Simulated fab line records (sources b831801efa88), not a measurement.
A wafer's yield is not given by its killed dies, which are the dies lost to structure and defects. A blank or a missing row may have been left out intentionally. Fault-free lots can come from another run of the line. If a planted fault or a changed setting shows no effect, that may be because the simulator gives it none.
A struck lot beside a sound one || flow sky130 || 18 out of 708 route steps
Sound: the wafers L822.1, L822.2, L822.4. Wafers struck: L829.2, L829.3, L829.4. The cause comes at the end.
At each step with rows: each side's tool, then ch and its chambers, then its first start. Under that, the readings that differ: sound wafers || struck wafers || difference of the means || sigmas: that difference in standard deviations of wafers without a fault.
alike: readings whose means differ by less than 2 such deviations, and words and numbers that are the same on both sides. not compared: withheld readings, readings that some wafer has no value for, bounds like >300 that may hide the same value, and numbers for which the record gives no deviation and whose values overlap.
Wherever a step has rows on one side only, a row that says differs or no value, or a row with sigmas, the two part there. Numbers that have no deviation but don't overlap get no sigmas and don't part them. Lack of a reading on every wafer of one side parts them only where that side has two or more wafers.

first, 1 step without rows for these wafers: SKY_NWELL_IMPLANT_24.
SKY_NWELL_STRIP_25: strips in O2/N2.
  sound on plasma_asher-04 ch 0,1, day 5 17:54; struck on plasma_asher-04 ch 0,1, day 7 14:21
{"reading": "oes_product_au (a.u.)", "sound": "0.717 0.715 0.724", "struck": "0.724 0.724 0.736", "difference": "+0.009", "sigmas": "+2"}
  alike: drypump_motor_current_A, n2_flow_sccm, o2_flow_sccm, strip_time_to_endpoint_s
  not compared: rf_hours_counter_h
SKY_NWELL_TW_MEAS_26:
  sound on film_metro-04, day 5 18:00; struck on film_metro-03, day 7 14:28
  alike: NWELL_2_TW
then, 1 step without rows for these wafers: SKY_NWELL_CLEAN_27 (cleans in SC1/SC2, time 150 s).
SKY_NWELL_RTA_28: time 30 s.
  sound on rtp_anneal-02 ch 0, day 5 18:07; struck on rtp_anneal-02 ch 0, day 7 14:34
  alike: lamp_power_pct, wafer_temp_C_max
SKY_NWELL_RS_MEAS_29: a four-point-probe measurement.
  sound on film_metro-04, day 5 18:13; struck on film_metro-01, day 7 14:41
  alike: NWELL_RS
SKY_NWELL_RS_MEAS_31: a four-point-probe measurement.
  sound on film_metro-04, day 5 18:28; struck on film_metro-01, day 7 14:55
  alike: PWDE_RS
then, 4 steps without rows for these wafers: SKY_VT_ADJUST_HVTP_DEHYDRATE_00 (time 60 s); SKY_VT_ADJUST_HVTP_HMDS_01 (prime time 60 s); SKY_VT_ADJUST_HVTP_COAT_02 (resist thk 1140 nm); SKY_VT_ADJUST_HVTP_SOFTBAKE_03 (time 60 s).
SKY_VT_ADJUST_HVTP_EXPOSE_04: exposes mask HVTPM, target cd 380 nm.
  sound on iline_stepper-02 ch 0, day 6 03:35; struck on iline_stepper-01 ch 0, day 8 01:31
{"reading": "model.VT_ADJUST_HVTP.overlay_x_nm (nm)", "sound": "-0.7368 -0.7368 -0.7368", "struck": "289.7 289.7 289.7", "difference": "+290.4", "sigmas": ""}
  alike: mask
then, 2 steps without rows for these wafers: SKY_VT_ADJUST_HVTP_PEB_05; SKY_VT_ADJUST_HVTP_DEVELOP_06 (develop time 57.7 s).
SKY_VT_ADJUST_HVTP_CD_MEAS_07: target cd 380 nm.
  sound on cd_sem-01, day 6 13:16; struck on cd_sem-01, day 8 11:08
  alike: cd_nm
SKY_VT_ADJUST_HVTP_OVL_MEAS_08:
  sound on overlay-02, day 6 13:23; struck on overlay-02, day 8 11:14
{"reading": "VT_ADJUST_HVTP_OVL (nm)", "sound": "-2.4 -2.2 0.0", "struck": "290.8 287.1 291.5", "difference": "+291.3", "sigmas": "+99 or more"}
after that, 1 step had no rows for these wafers: SKY_VT_ADJUST_HVTP_IMPLANT_09.
-- a jump in the record: the struck wafers' starts before and after are 40 days apart (it breaks off in module VT_ADJUST_HVTP and resumes in module PAD_OPEN, where the first step shown is number 708 of the route) --
SKY_PAD_OPEN_PROBE_99:
  sound on prober-01, day 46 04:29; struck on prober-02, day 48 02:29
{"reading": "killed_at_front_end", "sound": "14 19 11", "struck": "381 365 369", "difference": "+357", "sigmas": "+87"}
{"reading": "killed_dies", "sound": "86 74 93", "struck": "442 430 438", "difference": "+352", "sigmas": "+36"}
{"reading": "killed_on_rim", "sound": "22 16 15", "struck": "87 85 86", "difference": "+68", "sigmas": "+19"}
  alike: killed_at_M0_to_M3, killed_at_M4_up, killed_at_contacts, killed_at_other, killed_open, killed_short

WHERE THEY PART
First at SKY_NWELL_STRIP_25; last, within this record, at SKY_PAD_OPEN_PROBE_99.

WHY: what the simulator had put in
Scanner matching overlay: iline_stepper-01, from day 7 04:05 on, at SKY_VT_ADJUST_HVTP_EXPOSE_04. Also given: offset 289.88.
